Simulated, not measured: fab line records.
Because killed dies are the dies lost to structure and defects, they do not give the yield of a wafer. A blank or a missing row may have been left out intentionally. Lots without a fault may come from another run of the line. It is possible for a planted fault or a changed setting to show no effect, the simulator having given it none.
A single fault, viewed from 2 desks | flow sfq-line | every desk sees just its own numbers, and what lay behind them comes last

== AT THE TOOL OWNER'S DESK: pecvd-02 ==
The tool's own readings at SFQ_TRILAYER_I2_DEP_PECVD_063 (deposits SiO2 from SiH4/N2O, time 111.11 s, target thk 500 nm): means of the sampled wafers that have a number, for each lot that ran on this tool. Marked OUT: a lot whose mean sits more than 4 standard deviations from the usual mean, which makes it out of limits; the brackets give that distance.
Columns: A = heater-power-outer-w at SFQ_TRILAYER_I2_DEP_PECVD_063, usual 31 W; B = heater-power-w at SFQ_TRILAYER_I2_DEP_PECVD_063, usual 86 W; C = rf-fwd-power-W at SFQ_TRILAYER_I2_DEP_PECVD_063, usual 182.3 W; D = run-length-s at SFQ_TRILAYER_I2_DEP_PECVD_063, usual 138.9 s; E = throttle-valve-pct at SFQ_TRILAYER_I2_DEP_PECVD_063, usual 24.8 %
lot  | first seen here | A  | B   | C     | D               | E
L679 | day 24 09:41    | 39 | 100 | 182.2 | 138.8           | 25.5
L683 | day 25 20:32    | 35 | 95  | 182.0 | 139.3           | 25.5
L692 | day 30 14:28    | 28 | 88  | 181.7 | 152.2 (+21) OUT | 24.6
L693 | day 30 23:55    | 42 | 106 | 182.9 | 152.6 (+22) OUT | 26.1
Finding of this desk: L692, L693 out of limits; the first was L692 at day 30 14:28, on run-length-s at SFQ_TRILAYER_I2_DEP_PECVD_063. In limits: L679, L683.

== METROLOGY DESK ==
Means of the sampled wafers that have a number, per lot and without regard to the tool the lot ran on: this is what the gauges read. Marked OUT: a lot whose mean sits more than 4 standard deviations from the usual mean, which makes it out of limits; the brackets give that distance.
Columns: A = I2_OVL at SFQ_I2_OVL_MEAS_918, usual -2 nm
lot  | first seen here | A
L675 | day 30 04:53    | -8
L677 | day 30 21:43    | -1
L679 | day 31 11:38    | 4
L680 | day 32 03:14    | 8
L681 | day 32 10:25    | -7
L682 | day 32 17:37    | -11
L683 | day 32 18:49    | -3
L686 | day 34 05:16    | -6
L687 | day 34 14:52    | -1
L692 | day 37 12:46    | -2
L693 | day 37 22:05    | -4
L695 | day 38 12:36    | 2
L696 | day 39 04:13    | -1
L698 | day 39 23:32    | 2
Finding of this desk: none of the 14 lots has anything out of limits.

== ALL TOGETHER ==
An alarm could have come from the tool owner's desk at day 30 14:28, on L692, L693.
From the metrology desk's view, nothing was out of limits.
The metrology desk holds a record of L692, L693, inside its limits.
The lots listed all ran SFQ_TRILAYER_I2_DEP_PECVD_063 on pecvd-02.

== WHAT WAS PUT IN BY THE SIMULATOR ==
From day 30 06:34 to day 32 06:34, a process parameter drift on pecvd-02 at SFQ_TRILAYER_I2_DEP_PECVD_063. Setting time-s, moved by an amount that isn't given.
Lots struck among those shown: L692, L693.
Time in hours from fault onset to the first out-of-limits reading at each desk: the tool owner's desk, 8.
